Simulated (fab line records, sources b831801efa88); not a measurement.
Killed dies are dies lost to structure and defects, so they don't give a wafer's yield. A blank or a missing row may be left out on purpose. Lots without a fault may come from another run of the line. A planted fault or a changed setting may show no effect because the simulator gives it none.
Which tool did it? | flow gf180mcu | 12 lots, 36 wafers sampled, at 4 steps of a route of 602

WHAT THE GAUGES READ, wafer by wafer
GF_V4_CD_MEAS_14: target cd 260 nm. Usual: cd_nm 260.2 nm, standard deviation 1.2.
lot  | measured     | on        | cd_nm (nm)        | flag
L150 | day 25 00:44 | cd_sem-02 | 258.6 257.5 258.4 |
L151 | day 25 01:22 | cd_sem-01 | 259.6 260.8 261.1 |
L152 | day 25 07:01 | cd_sem-02 | 261.5 261.6 261.8 |
L154 | day 25 17:53 | cd_sem-01 | 262.1 262.4 260.8 |
L155 | day 26 13:22 | cd_sem-02 | 260.8 261.1 259.9 |
L160 | day 28 05:31 | cd_sem-01 | 270.5 270.4 268.9 | OFF
L161 | day 28 10:47 | cd_sem-01 | 269.9 270.4 268.8 | OFF
L164 | day 28 22:31 | cd_sem-01 | 259.9 260.5 259.9 |
L166 | day 29 20:42 | cd_sem-02 | 259.8 259.4 260.5 |
L167 | day 30 05:55 | cd_sem-01 | 258.6 258.3 259.0 |
L172 | day 31 04:19 | cd_sem-01 | 260.3 261.4 261.2 |
L173 | day 31 09:44 | cd_sem-02 | 258.7 259.6 259.4 |

GF_V4_OVL_MEAS_15. Usual: V4_OVL 0 nm, standard deviation 6.
lot  | measured     | on         | V4_OVL (nm) | flag
L150 | day 25 00:50 | overlay-01 | -3 0 4      |
L151 | day 25 01:29 | overlay-01 | 6 6 5       |
L152 | day 25 07:08 | overlay-01 | -9 -10 -8   |
L154 | day 25 18:00 | overlay-01 | -9 -6 -6    |
L155 | day 26 13:28 | overlay-02 | 3 -4 0      |
L160 | day 28 05:38 | overlay-02 | -11 -1 -4   |
L161 | day 28 10:53 | overlay-01 | 2 -1 5      |
L164 | day 28 22:36 | overlay-01 | 5 0 7       |
L166 | day 29 20:49 | overlay-02 | 1 -3 -7     |
L167 | day 30 06:01 | overlay-02 | 10 9 12     |
L172 | day 31 04:26 | overlay-02 | -6 -7 -3    |
L173 | day 31 09:51 | overlay-01 | 2 5 3       |

WHICH TOOL RAN EACH LOT (tool, then ch and the chambers of the sampled wafers, then the start)
lot  | GF_M4_STRIP_17                       | GF_V4_PEB_12
L150 | plasma_asher-04 ch 0,1, day 24 01:43 | litho_track-03 ch 0, day 25 00:23
L151 | plasma_asher-04 ch 0,1, day 24 02:22 | litho_track-03 ch 0, day 25 01:01
L152 | plasma_asher-01 ch 0,1, day 24 07:53 | litho_track-03 ch 0, day 25 06:40
L154 | plasma_asher-01 ch 0,1, day 24 18:53 | litho_track-04 ch 0, day 25 17:32
L155 | plasma_asher-02 ch 0,1, day 25 15:09 | litho_track-04 ch 0, day 26 13:03
L160 | plasma_asher-04 ch 0,1, day 27 08:11 | litho_track-02 ch 0, day 28 05:10
L161 | plasma_asher-01 ch 1, day 27 14:17   | litho_track-02 ch 0, day 28 10:27
L164 | plasma_asher-04 ch 0,1, day 28 02:07 | litho_track-03 ch 0, day 28 22:04
L166 | plasma_asher-04 ch 0,1, day 28 23:43 | litho_track-04 ch 0, day 29 20:22
L167 | plasma_asher-04 ch 0, day 29 09:32   | litho_track-04 ch 0, day 30 05:34
L172 | plasma_asher-02 ch 0, day 30 08:34   | litho_track-03 ch 0, day 31 03:58
L173 | plasma_asher-04 ch 0,1, day 30 14:31 | litho_track-04 ch 0, day 31 09:23
- GF_M4_STRIP_17: strips in O2/N2.
- GF_V4_PEB_12: peb time 91.4 s.

WHAT THE TOOLS THEMSELVES READ (means of the sampled wafers that have a number; where no wafer has one, the mark that the record gives instead)
GF_M4_STRIP_17. Usual: drypump_motor_current_A 5.6 A, standard deviation 0.37; heater_power_w 349 W, standard deviation 26; oes_product_au 0.559 a.u., standard deviation 0.0045; strip_time_to_endpoint_s 7.90 s, standard deviation 0.038.
lot  | tool            | drypump_motor_current_A (A) | heater_power_w (W) | oes_product_au (a.u.) | strip_time_to_endpoint_s (s) | flag
L150 | plasma_asher-04 | 5.8                         | 336                | 0.559                 | 7.91                         |
L151 | plasma_asher-04 | 5.8                         | 338                | 0.565                 | 7.95                         |
L152 | plasma_asher-01 | 5.2                         | 337                | 0.562                 | 7.89                         |
L154 | plasma_asher-01 | 5.2                         | 339                | 0.564                 | 7.96                         |
L155 | plasma_asher-02 | 5.7                         | 374                | 0.558                 | 7.88                         |
L160 | plasma_asher-04 | 5.8                         | 339                | 0.562                 | 7.87                         |
L161 | plasma_asher-01 | 5.9                         | 348                | 0.561                 | 7.94                         |
L164 | plasma_asher-04 | 5.7                         | 339                | 0.554                 | 7.90                         |
L166 | plasma_asher-04 | 5.8                         | 338                | 0.559                 | 7.90                         |
L167 | plasma_asher-04 | 5.8                         | 346                | 0.557                 | 7.92                         |
L172 | plasma_asher-02 | 6.0                         | 423                | 0.561                 | 7.92                         |
L173 | plasma_asher-04 | 5.8                         | 336                | 0.555                 | 7.94                         |

GF_V4_PEB_12. Usual: heater_power_total_W 85.58 W, standard deviation 0.097; plate_sensor_t_centre_C 136.13 C, standard deviation 0.0093; plate_sensor_t_edge_C 136.29 C, standard deviation 0.0089.
lot  | tool           | heater_power_total_W (W) | plate_sensor_t_centre_C (C) | plate_sensor_t_edge_C (C) | flag
L150 | litho_track-03 | 85.50                    | 136.13                      | 136.29                    |
L151 | litho_track-03 | 85.67                    | 136.13                      | 136.29                    |
L152 | litho_track-03 | 85.53                    | 136.14                      | 136.30                    |
L154 | litho_track-04 | 85.66                    | 136.12                      | 136.31                    |
L155 | litho_track-04 | 85.54                    | 136.12                      | 136.30                    |
L160 | litho_track-02 | 89.55                    | 140.93                      | 141.12                    | OFF
L161 | litho_track-02 | 89.52                    | 140.94                      | 141.10                    | OFF
L164 | litho_track-03 | 85.54                    | 136.13                      | 136.30                    |
L166 | litho_track-04 | 85.54                    | 136.13                      | 136.30                    |
L167 | litho_track-04 | 85.54                    | 136.13                      | 136.30                    |
L172 | litho_track-03 | 85.63                    | 136.13                      | 136.29                    |
L173 | litho_track-04 | 85.71                    | 136.13                      | 136.28                    |

THE ANSWER, worked out from the rows above alone
Rule: a lot is off if the mean of its wafers that have a number lies more than 3 standard deviations from the usual mean. A lot without any number at a reading at which 4 lots or more have one is off too. The other lots that the step has rows for count as sound. The gauges are gone through in route order, then the tools' own readings, and for those a lot's mean is taken as printed above. The first step at which some lot is off is used, and at that step the reading that is off furthest; a lot without a number counts as furthest.
Off: L160, L161, at GF_V4_CD_MEAS_14 (cd_nm).
A tool fits if, at a process step before that reading, it ran every lot that is off, and no sound lot after the first of them. The gauges at GF_V4_CD_MEAS_14 aren't tried: what is off there is off at GF_V4_PEB_12 too, on other tools, and a gauge's error can't cause that. One fits: litho_track-02 at GF_V4_PEB_12. It ran no sound lot before its first lot that is off in this sample, so the start can't be narrowed down.
The tool's own readings at GF_V4_PEB_12 bear it out: on the lots that are off they differ by more than 5 times the standard deviation of the sound lots' means. heater_power_total_W reads 89.53 W there against 85.59 W on the sound lots; plate_sensor_t_centre_C reads 140.94 C there against 136.13 C on the sound lots; plate_sensor_t_edge_C reads 141.11 C there against 136.30 C on the sound lots.

WHAT THE SIMULATOR HAD PUT IN
Process parameter drift: litho_track-02, from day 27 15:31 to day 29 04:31, at GF_V4_PEB_12. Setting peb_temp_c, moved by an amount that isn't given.
Lots struck among those shown: L160, L161. The rule above found the same.
